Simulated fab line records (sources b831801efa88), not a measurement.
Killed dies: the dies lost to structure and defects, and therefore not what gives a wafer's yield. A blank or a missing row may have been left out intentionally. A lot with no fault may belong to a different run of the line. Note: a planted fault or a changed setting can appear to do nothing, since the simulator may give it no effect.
What tool caused it? + flow gf180mcu + 14 lots, 38 wafers sampled, at 5 steps of a route of 602

WHAT EACH GAUGE READ, for each wafer
GF_PASSIVATION_THK_MEAS_01. Usual: for PASSIVATION_CVD_00_THK the level is 999 nm and the standard deviation is 12.
| lot  | measured     | on            | PASSIVATION_CVD_00_THK (nm) | flag |
|------|--------------|---------------|-----------------------------|------|
| L145 | day 28 16:34 | film metro-03 | 989 1006 1013               |      |
| L146 | day 29 00:38 | film metro-02 | 985 1004 1000               |      |
| L147 | day 29 07:16 | film metro-02 | 986 985 989                 |      |
| L149 | day 29 23:43 | film metro-04 | 988 1011 998                |      |
| L151 | day 30 08:58 | film metro-04 | 981 1000 1014               |      |
| L152 | day 30 17:58 | film metro-04 | 984 1013 1014               |      |
| L153 | day 30 21:35 | film metro-03 | 981 1000 1002               |      |
| L155 | day 31 09:38 | film metro-02 | 990 1011 1010               |      |
| L156 | day 31 18:23 | film metro-03 | 999 999 1018                |      |
| L157 | day 31 21:16 | film metro-03 | 989 984 1013                |      |
| L158 | day 32 12:26 | film metro-03 | 989 1011 1003               |      |
| L161 | day 33 01:18 | film metro-02 | 990 876                     | OFF  |
| L165 | day 33 21:27 | film metro-03 | 990                         |      |
| L167 | day 34 09:07 | film metro-04 | 992 859                     | OFF  |

GF_PASSIVATION_BOW_MEAS_14. Usual: for PASSIVATION_BOW the level is 134 um and the standard deviation is 9.9.
| lot  | measured     | on            | PASSIVATION_BOW (um) | flag |
|------|--------------|---------------|----------------------|------|
| L145 | day 29 13:44 | film metro-03 | 140 129 126          |      |
| L146 | day 29 21:52 | film metro-03 | 122 117 114          |      |
| L147 | day 30 05:03 | film metro-04 | 131 130 152          |      |
| L149 | day 30 20:20 | film metro-03 | 139 146 138          |      |
| L151 | day 31 05:04 | film metro-04 | 140 142 136          |      |
| L152 | day 31 13:27 | film metro-04 | 148 147 143          |      |
| L153 | day 31 17:03 | film metro-03 | 129 135 139          |      |
| L155 | day 32 05:03 | film metro-04 | 132 130 134          |      |
| L156 | day 32 12:45 | film metro-02 | 126 136 135          |      |
| L157 | day 32 15:52 | film metro-03 | 124 122 132          |      |
| L158 | day 33 06:39 | film metro-03 | 115 134 136          |      |
| L161 | day 33 18:55 | film metro-02 | 162 142              |      |
| L165 | day 34 14:43 | film metro-02 | 138                  |      |
| L167 | day 35 01:59 | film metro-02 | 127 129              |      |

TOOL THAT RAN EACH LOT (tool first, then ch and the chambers of the sampled wafers, then the start)
| lot  | GF_TOP_METAL_SPUTTER_00      | GF_TOP_METAL_SPUTTER_03      | GF_PASSIVATION_CVD_00           |
|------|------------------------------|------------------------------|---------------------------------|
| L145 | pvd sputter-03, day 27 20:17 | pvd sputter-03, day 27 20:28 | pecvd-02 ch 1,2, day 28 16:28   |
| L146 | pvd sputter-01, day 28 04:50 | pvd sputter-01, day 28 05:01 | pecvd-04 ch 0,2, day 29 00:34   |
| L147 | pvd sputter-01, day 28 11:02 | pvd sputter-01, day 28 11:12 | pecvd-04 ch 0,1,2, day 29 07:12 |
| L149 | pvd sputter-02, day 29 04:20 | pvd sputter-02, day 29 04:30 | pecvd-04 ch 0,1,2, day 29 23:37 |
| L151 | pvd sputter-02, day 29 13:51 | pvd sputter-02, day 29 14:01 | pecvd-02 ch 1,2, day 30 08:53   |
| L152 | pvd sputter-03, day 29 22:34 | pvd sputter-03, day 29 22:44 | pecvd-02 ch 0,1,2, day 30 17:54 |
| L153 | pvd sputter-01, day 30 02:07 | pvd sputter-01, day 30 02:17 | pecvd-04 ch 0,2, day 30 21:31   |
| L155 | pvd sputter-03, day 30 14:07 | pvd sputter-03, day 30 14:17 | pecvd-04 ch 0,1,2, day 31 09:34 |
| L156 | pvd sputter-01, day 30 23:35 | pvd sputter-01, day 30 23:46 | pecvd-01 ch 1,2, day 31 18:19   |
| L157 | pvd sputter-01, day 31 03:26 | pvd sputter-01, day 31 03:37 | pecvd-01 ch 1,2, day 31 21:11   |
| L158 | pvd sputter-02, day 31 18:44 | pvd sputter-02, day 31 18:54 | pecvd-01 ch 1,2, day 32 12:22   |
| L161 | pvd sputter-03, day 32 08:35 | pvd sputter-03, day 32 08:46 | pecvd-01 ch 1, day 33 01:13     |
| L165 | pvd sputter-01, day 33 04:14 | pvd sputter-01, day 33 04:24 | pecvd-01 ch 1, day 33 21:22     |
| L167 | pvd sputter-02, day 33 16:53 | pvd sputter-02, day 33 17:04 | pecvd-01 ch 0,2, day 34 09:02   |
- GF_TOP_METAL_SPUTTER_00: material Ti, target thk 37.5 nm, time 150 s.
- GF_TOP_METAL_SPUTTER_03: material Ti, target thk 5 nm, time 3.3 s.
- GF_PASSIVATION_CVD_00: deposits SiO2 from TEOS, target thk 1000 nm, time 111.95 s.

WHAT THE TOOLS THEMSELVES READ (means of the sampled wafers that have a number; where no wafer has one, the mark that the record gives instead)
GF_TOP_METAL_SPUTTER_00. Usual: cathode dc power W 4000.0 W, standard deviation 0.77; substrate temp c 200.02 C, standard deviation 0.16; throttle valve pct 30.3 %, standard deviation 1.1.
| lot  | tool           | cathode dc power W (W) | substrate temp c (C) | throttle valve pct (%) | flag |
|------|----------------|------------------------|----------------------|------------------------|------|
| L145 | pvd sputter-03 | 4000.5                 | 199.97               | 30.5                   |      |
| L146 | pvd sputter-01 | 4000.4                 | 200.16               | 30.9                   |      |
| L147 | pvd sputter-01 | 4000.2                 | 200.25               | 29.9                   |      |
| L149 | pvd sputter-02 | 3999.6                 | 199.95               | 29.4                   |      |
| L151 | pvd sputter-02 | 3999.8                 | 200.11               | 30.6                   |      |
| L152 | pvd sputter-03 | 4000.5                 | 199.83               | 30.2                   |      |
| L153 | pvd sputter-01 | 4000.3                 | 199.90               | 31.1                   |      |
| L155 | pvd sputter-03 | 3999.7                 | 200.03               | 30.2                   |      |
| L156 | pvd sputter-01 | 4000.1                 | 200.04               | 29.9                   |      |
| L157 | pvd sputter-01 | 3999.6                 | 199.97               | 29.0                   |      |
| L158 | pvd sputter-02 | 3999.8                 | 199.92               | 29.9                   |      |
| L161 | pvd sputter-03 | 3999.9                 | 200.07               | 30.0                   |      |
| L165 | pvd sputter-01 | 4000.3                 | 199.97               | 30.7                   |      |
| L167 | pvd sputter-02 | 3999.3                 | 200.11               | 30.1                   |      |

GF_TOP_METAL_SPUTTER_03. Usual: cathode dc power W 2999.9 W, standard deviation 0.48; substrate temp c 300.01 C, standard deviation 0.18; throttle valve pct 30.3 %, standard deviation 1.1.
| lot  | tool           | cathode dc power W (W) | substrate temp c (C) | throttle valve pct (%) | flag |
|------|----------------|------------------------|----------------------|------------------------|------|
| L145 | pvd sputter-03 | 3000.1                 | 300.03               | 30.4                   |      |
| L146 | pvd sputter-01 | 3000.0                 | 300.01               | 30.9                   |      |
| L147 | pvd sputter-01 | 2999.5                 | 300.13               | 29.9                   |      |
| L149 | pvd sputter-02 | 2999.5                 | 300.24               | 29.5                   |      |
| L151 | pvd sputter-02 | 2999.7                 | 300.02               | 30.7                   |      |
| L152 | pvd sputter-03 | 3000.1                 | 300.18               | 30.1                   |      |
| L153 | pvd sputter-01 | 2999.8                 | 299.95               | 31.2                   |      |
| L155 | pvd sputter-03 | 2999.8                 | 300.03               | 30.0                   |      |
| L156 | pvd sputter-01 | 2999.8                 | 300.17               | 29.9                   |      |
| L157 | pvd sputter-01 | 3000.4                 | 299.96               | 28.9                   |      |
| L158 | pvd sputter-02 | 3000.1                 | 300.11               | 29.8                   |      |
| L161 | pvd sputter-03 | 2998.9                 | 300.07               | 30.0                   |      |
| L165 | pvd sputter-01 | 2999.7                 | 299.82               | 30.8                   |      |
| L167 | pvd sputter-02 | 2999.7                 | 299.88               | 30.4                   |      |

GF_PASSIVATION_CVD_00. Usual: heater power w 636 W, standard deviation 150; run length s 139.5 s, standard deviation 0.71.
| lot  | tool     | heater power w (W) | run length s (s) | flag |
|------|----------|--------------------|------------------|------|
| L145 | pecvd-02 | 763                | 139.5            |      |
| L146 | pecvd-04 | 570                | 139.1            |      |
| L147 | pecvd-04 | 602                | 139.2            |      |
| L149 | pecvd-04 | 559                | 139.2            |      |
| L151 | pecvd-02 | 877                | 140.3            |      |
| L152 | pecvd-02 | 723                | 140.6            |      |
| L153 | pecvd-04 | 514                | 138.9            |      |
| L155 | pecvd-04 | 570                | 139.2            |      |
| L156 | pecvd-01 | 626                | 139.2            |      |
| L157 | pecvd-01 | 567                | 139.1            |      |
| L158 | pecvd-01 | 595                | 139.4            |      |
| L161 | pecvd-01 | 648                | 131.1            | OFF  |
| L165 | pecvd-01 | 597                | 138.8            |      |
| L167 | pecvd-01 | 608                | 131.8            | OFF  |

THE ANSWER, worked out from the rows above alone
Rule: a lot is off if the mean of its wafers that have a number lies more than 3 standard deviations from the usual mean. Also off: a lot with no number at a reading for which 4 or more lots have one. Where the step has rows for the other lots, those lots are counted as sound. First the gauges in route order, then the tools' own readings, where a lot's mean is used as printed above. At the first step where some lot is off, the reading lying furthest off is the one used; lots without a number count as furthest.
Off: L161, L167, at GF_PASSIVATION_THK_MEAS_01 (PASSIVATION_CVD_00_THK).
A tool fits if, at a process step before that reading, it ran every lot that is off, and no sound lot after the first of them. Not tried: the gauges at GF_PASSIVATION_THK_MEAS_01; whatever is off there is also off at GF_PASSIVATION_CVD_00, on other tools, and gauge error can't account for it. No candidate that was tried fits.

WHAT THE SIMULATOR PUT IN
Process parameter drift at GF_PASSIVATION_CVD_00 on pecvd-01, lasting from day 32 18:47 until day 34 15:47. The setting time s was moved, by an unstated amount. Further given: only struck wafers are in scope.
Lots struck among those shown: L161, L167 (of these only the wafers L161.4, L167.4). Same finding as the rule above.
